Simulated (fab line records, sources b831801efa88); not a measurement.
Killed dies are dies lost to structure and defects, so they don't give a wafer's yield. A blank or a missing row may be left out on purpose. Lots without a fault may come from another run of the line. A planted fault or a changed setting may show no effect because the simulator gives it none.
A struck lot beside a sound one | flow sky130 | 18 steps out of a route of 708
Sound: wafers L392.1, L392.2, L392.5. Struck: wafers L402.2, L402.5. (L402.1 of the same lot was not struck and is left out.) The cause comes at the end.
At each step with rows: each side's tool, then ch and its chambers, then its first start. Under that, the readings that differ: sound wafers | struck wafers | difference of the means | sigmas: that difference in standard deviations of wafers without a fault.
alike: readings whose means differ by less than 2 such deviations, and words and numbers that are the same on both sides. not compared: withheld readings, readings that some wafer has no value for, bounds like >300 that may hide the same value, and numbers for which the record gives no deviation and whose values overlap.
The two part at a step that has a row with sigmas, a row that says differs or no value, or rows on one side only. Numbers that don't overlap but have no deviation are shown without sigmas and don't part them. A reading that every wafer of one side lacks parts them only if that side has two wafers or more.

first, 1 step without rows for these wafers: SKY_FIELD_ISO_DEVELOP_12 (develop time 60 s).
SKY_FIELD_ISO_CD_MEAS_13: target cd 150 nm.
  sound on cd_sem-02, day 2 14:50; struck on cd_sem-02, day 4 18:44
  alike: cd_nm
SKY_FIELD_ISO_ETCH_14: etches BARC in N2/H2, stops on SiO2, time 45.9 s, target depth 60 nm.
  sound on rie_diel-03 ch 1,3, day 2 14:57; struck on rie_diel-02 ch 1,2, day 4 18:51
  alike: drypump_motor_current_A, oes_product_au, throttle_valve_pct
  not compared: rf_hours_counter_h
SKY_FIELD_ISO_ETCH_15: etches the open film in CHF3/O2, stops on Si, target depth 180 nm, time 72 s.
  sound on rie_diel-03 ch 1,3, day 2 15:00; struck on rie_diel-02 ch 1,2, day 4 18:54
  alike: drypump_motor_current_A, oes_product_au, throttle_valve_pct
  not compared: rf_hours_counter_h
SKY_FIELD_ISO_STRIP_16: strips in O2/N2.
  sound on plasma_asher-02 ch 0,1, day 2 15:03; struck on plasma_asher-01 ch 0,1, day 4 18:57
  alike: drypump_motor_current_A, oes_product_au, strip_time_to_endpoint_s
  not compared: rf_hours_counter_h
SKY_FIELD_ISO_ETCH_17: etches Si in HBr/Cl2/O2, target depth 342 nm, time 97.7 s.
  sound on rie_si-01 ch 0,1,2, day 2 15:09; struck on rie_si-02 ch 0,2, day 4 19:03
  alike: drypump_motor_current_A, oes_product_au, throttle_valve_pct
  not compared: rf_hours_counter_h
then, 5 steps without rows for these wafers: SKY_FIELD_ISO_WET_ETCH_18 (etches Si3N4 in H3PO4, target depth 25 nm, time 286 s); SKY_FIELD_ISO_CLEAN_19 (cleans in SC1/SC2, time 150 s); SKY_FIELD_ISO_CLEAN_20 (cleans in dHF, time 20 s); SKY_FIELD_ISO_WET_ETCH_21 (etches SiO2 in dHF, target depth 20 nm, time 400 s); SKY_FIELD_ISO_OXIDATION_22 (stabilise 600 s, purge 300 s, target thk 10 nm).
SKY_FIELD_ISO_THK_MEAS_23:
  sound on film_metro-01, day 2 16:40; struck on film_metro-04, day 4 22:15
  alike: FIELD_ISO_OXIDATION_01_THK
SKY_FIELD_ISO_CVD_24: deposits SiO2, target thk 595 nm, time 99.2 s.
  sound on hdpcvd-02 ch 1,2, day 2 16:44; struck on hdpcvd-01 ch 1,2, day 4 22:19
  reading                                    | sound           | struck      | difference | sigmas
  model.SiO2_of_FIELD_ISO_CVD_24.thk_nm (nm) | 596.6 599.9 596 | 716.4 705.2 | +113.3     |
SKY_FIELD_ISO_THK_MEAS_25:
  sound on film_metro-01, day 2 16:48; struck on film_metro-02, day 4 22:23
  reading                   | sound       | struck  | difference | sigmas
  FIELD_ISO_CVD_24_THK (nm) | 597 600 596 | 716 705 | +113       | +20
then, 1 step without rows for these wafers: SKY_FIELD_ISO_ANNEAL_26 (time 1800 s).
SKY_FIELD_ISO_CMP_27: polishes, stops on Si3N4, t overpolish 16 s, target thk 457.8 nm.
  sound on cmp-02 ch 0,2,3, day 2 19:44; struck on cmp-01 ch 1, day 4 23:56
  reading                | sound       | struck  | difference | sigmas
  time_to_endpoint_s (s) | 111 116 108 | 131 131 | +19        | +5
  alike: motor_current_A, retaining_ring_pressure_frac
then, 1 step without rows for these wafers: SKY_FIELD_ISO_WET_ETCH_28 (etches SiO2 in dHF, target depth 23.7 nm, time 47 s).
-- the record jumps here: 44 days lie between the struck wafers' starts before and after (it left off in module FIELD_ISO and takes up again in module PAD_OPEN, whose first step shown is number 708 of the route) --
SKY_PAD_OPEN_PROBE_99:
  sound on prober-02, day 47 13:11; struck on prober-01, day 48 15:13
  alike: killed_at_M0_to_M3, killed_at_M4_up, killed_at_contacts, killed_at_front_end, killed_at_other, killed_dies, killed_open, killed_short

WHERE THEY PART
First at SKY_FIELD_ISO_THK_MEAS_25; last, within this record, at SKY_FIELD_ISO_CMP_27. Later steps at which nothing parts them and some readings are alike: SKY_PAD_OPEN_PROBE_99.

WHY: what the simulator had put in
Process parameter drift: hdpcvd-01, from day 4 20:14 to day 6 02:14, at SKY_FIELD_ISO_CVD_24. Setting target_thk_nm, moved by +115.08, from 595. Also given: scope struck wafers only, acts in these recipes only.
